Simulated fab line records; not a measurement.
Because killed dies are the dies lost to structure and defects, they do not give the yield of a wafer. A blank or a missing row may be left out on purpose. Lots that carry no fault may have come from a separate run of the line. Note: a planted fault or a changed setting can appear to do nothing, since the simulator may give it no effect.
Struck lot and sound lot, side by side ; flow sky130 ; 38 out of 708 route steps
Sound: the wafers L764.2, L764.5, L764.6. Struck: wafers L766.1, L766.2, L766.4. At the end, the cause is stated.
For every step that has rows: the tool of each side, followed by ch and its chambers, followed by its first start. Under that, the readings that differ: sound wafers ; struck wafers ; difference of the means ; sigmas: that difference in standard deviations of wafers without a fault.
alike: same words and numbers on both sides, and readings whose means sit less than 2 such deviations apart. not compared: any withheld reading, any reading some wafer has no value for, any bound like >300 that may hide the same value, and any number with overlapping values for which the record gives no deviation.
A row with sigmas, a row that says differs or no value, or rows on one side alone: a step with any of these is where the two part. Numbers that have no deviation but don't overlap get no sigmas and don't part them. A reading missing from all wafers of one side parts the sides only when that side holds two or more wafers.

first, 10 steps without rows for these wafers: SKY_FIELD_ISO_STRIP_16 (strips in O2/N2); SKY_FIELD_ISO_ETCH_17 (etches Si in HBr/Cl2/O2, target depth 342 nm, time 97.7 s); SKY_FIELD_ISO_WET_ETCH_18 (etches Si3N4 in H3PO4, target depth 25 nm, time 286 s); SKY_FIELD_ISO_CLEAN_19 (cleans in SC1/SC2, time 150 s); SKY_FIELD_ISO_CLEAN_20 (cleans in dHF, time 20 s); SKY_FIELD_ISO_WET_ETCH_21 (etches SiO2 in dHF, target depth 20 nm, time 400 s); SKY_FIELD_ISO_OXIDATION_22 (stabilise 600 s, purge 300 s, target thk 10 nm); SKY_FIELD_ISO_CVD_24 (deposits SiO2, target thk 595 nm, time 99.2 s); SKY_FIELD_ISO_ANNEAL_26 (time 1800 s); SKY_FIELD_ISO_CMP_27 (polishes, stops on Si3N4, t overpolish 16 s, target thk 457.8 nm).
SKY_FIELD_ISO_WET_ETCH_28: etches SiO2 in dHF, target depth 23.7 nm, time 47 s.
  sound on wet bench-01 ch 0, day 3 13:37; struck on wet bench-01 ch 3, day 4 02:12
reading;sound;struck;difference;sigmas
run length s (s);74.0 74.0 74.0;134.1 134.1 134.1;+60.1;+21
model.SiO2_of_FIELD_ISO_CVD_24.thk nm (nm);436.3 433.4 435;402 403.1 405.7;-31;
  not compared: model.Si3N4_of_FIELD_ISO_CVD_03.thk nm
then, 25 steps without rows for these wafers: SKY_FIELD_ISO_WET_ETCH_29 (etches Si3N4 in H3PO4, target depth 160 nm, time 1825 s); SKY_FIELD_ISO_WET_ETCH_30 (etches SiO2 in dHF, target depth 25 nm, time 50 s); SKY_NWELL_CLEAN_00 (cleans in SC1/SC2, time 150 s); SKY_NWELL_OXIDATION_01 (stabilise 600 s, purge 300 s, target thk 10 nm); SKY_DNWELL_DEHYDRATE_00 (time 60 s); SKY_DNWELL_HMDS_01 (prime time 60 s); SKY_DNWELL_COAT_02 (resist thk 3000 nm); SKY_DNWELL_SOFTBAKE_03; SKY_DNWELL_EXPOSE_04 (exposes mask DNM, target cd 3000 nm); SKY_DNWELL_PEB_05; SKY_DNWELL_DEVELOP_06 (develop time 60 s); SKY_DNWELL_IMPLANT_07; SKY_DNWELL_STRIP_08 (strips in O2/N2); SKY_PWDE_DEHYDRATE_00 (time 60 s); SKY_PWDE_HMDS_01 (prime time 60 s); SKY_PWDE_COAT_02 (resist thk 3000 nm); SKY_PWDE_SOFTBAKE_03; SKY_PWDE_EXPOSE_04 (exposes mask PWDEM, target cd 840 nm); SKY_PWDE_PEB_05; SKY_PWDE_DEVELOP_06 (develop time 60 s); SKY_PWDE_IMPLANT_08; SKY_PWDE_STRIP_09 (strips in O2/N2); SKY_NWELL_DEHYDRATE_03 (time 60 s); SKY_NWELL_HMDS_04 (prime time 60 s); SKY_NWELL_COAT_05 (resist thk 3000 nm).
-- the record jumps here: 27 days lie between the struck wafers' starts before and after (it left off in module NWELL and takes up again in module SALICIDE, whose first step shown is number 361 of the route) --
SKY_SALICIDE_CLEAN_00: cleans in HF-last, time 30 s.
  sound on wet bench-03 ch 3, day 29 21:08; struck on wet bench-03 ch 2, day 30 16:55
reading;sound;struck;difference;sigmas
model.SiO2_of_FIELD_ISO_CVD_24.thk nm (nm);361.3 358.2 359.8;326.5 327.4 330.1;-31.8;
-- the record jumps here: 17 days lie between the struck wafers' starts before and after (it left off in module SALICIDE and takes up again in module PAD_OPEN, whose first step shown is number 708 of the route) --
SKY_PAD_OPEN_PROBE_99:
  sound on prober-01 at day 47 07:21; struck on prober-01 at day 47 22:23
reading;sound;struck;difference;sigmas
model.etest.res_p_drift_20v.line ohm um;1.232e+04 1.129e+04 1.103e+04;9359 9426 9524;-2110;
model.etest.res_p_drift_20v.rs ohm sq;1.01e+04 9318 8985;7852 7951 8084;-1505;
model.etest.res iso pwell.rs ohm sq;3460 3137 3008;2463 2458 2530;-718;
model.etest.res iso pwell.line ohm um;1303 1190 1126;920.3 932.4 943.2;-274.4;
model.etest.res nwell.line ohm um;1086 1052 1059;1089 1116 1097;+35;
model.etest.cap li to poly.c af um2;98.9 96.54 97.77;94.55 91.76 91.94;-4.99;
  alike: killed_at_M0_to_M3, killed_at_M4_up, killed at contacts, killed at front end, killed at other, killed dies, killed open, killed short
  not compared: model.etest.pfet_16v.r on ohm um, model.etest.res nwell.rs ohm sq

## WHERE THEY PART
SKY_FIELD_ISO_WET_ETCH_28 only, going by this record. Later steps at which nothing parts them and some readings are alike: SKY_PAD_OPEN_PROBE_99.

WHY: what had been put in by the simulator
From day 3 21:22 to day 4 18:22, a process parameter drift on wet bench-01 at SKY_FIELD_ISO_WET_ETCH_28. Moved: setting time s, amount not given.
